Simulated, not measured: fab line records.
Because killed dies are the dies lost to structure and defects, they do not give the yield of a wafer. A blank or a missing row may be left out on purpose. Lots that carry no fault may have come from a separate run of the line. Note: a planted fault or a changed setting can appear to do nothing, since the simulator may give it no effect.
Chamber matching    flow gf180mcu    rieDiel-03 running GF_V5_ETCH_16: 4 sister chambers
The step etches BARC in N2/H2. 8 wafers are shown with their chamber, then 10 later ones without.

WAFERS WITH THEIR CHAMBER
wafer   chamber  drypumpMotorCurrentA (A)  n2FlowSccm (sccm)
L081.5  3        5.4                       100.5
L084.1  0        5.6                       99.5
L084.5  2        5.8                       99.4
L086.3  2        5.8                       100.1
L086.4  1        6.5                       99.6
L086.5  3        5.4                       100.2
L090.2  0        5.7                       100.1
L090.3  1        6.5                       100.2

WAFERS MISSING THEIR CHAMBER
wafer   drypumpMotorCurrentA (A)  n2FlowSccm (sccm)
L090.5  5.8                       100.2
L091.2  6.6                       99.7
L091.4  5.6                       99.9
L091.6  5.8                       100.4
L095.1  6.5                       100.1
L095.2  5.6                       100.1
L095.3  5.4                       99.9
L097.1  5.4                       99.8
L097.3  5.7                       99.6
L097.5  6.6                       99.8

WHICH CHAMBER EACH ONE RAN IN
wafer   from the rows above      in truth
L090.5  2                        2
L091.2  1                        1
L091.4  0                        0
L091.6  2                        2
L095.1  1                        1
L095.2  0                        0
L095.3  3                        3
L097.1  3                        3
L097.3  can't be placed: 0 or 2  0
L097.5  1                        1
Correctly placed: 9 of 10. Can't be placed from these rows: 1 (the true chamber is among the candidates in 1). Wrongly placed: 0.
How it was worked out, from the rows above alone: a wafer's distance from a chamber is the root of the sum, over the readings, of the square of ((its reading less the chamber's mean) divided by the reading's scatter). The wafer belongs to the nearest chamber; if the next one is less than 2 further off, it can't be placed. For every chamber, the mean is computed from those of its wafers that are shown. The scatter: the root of (the sum of the squares of (reading less its chamber's mean) over the shown wafers, divided by (wafers less chambers)).
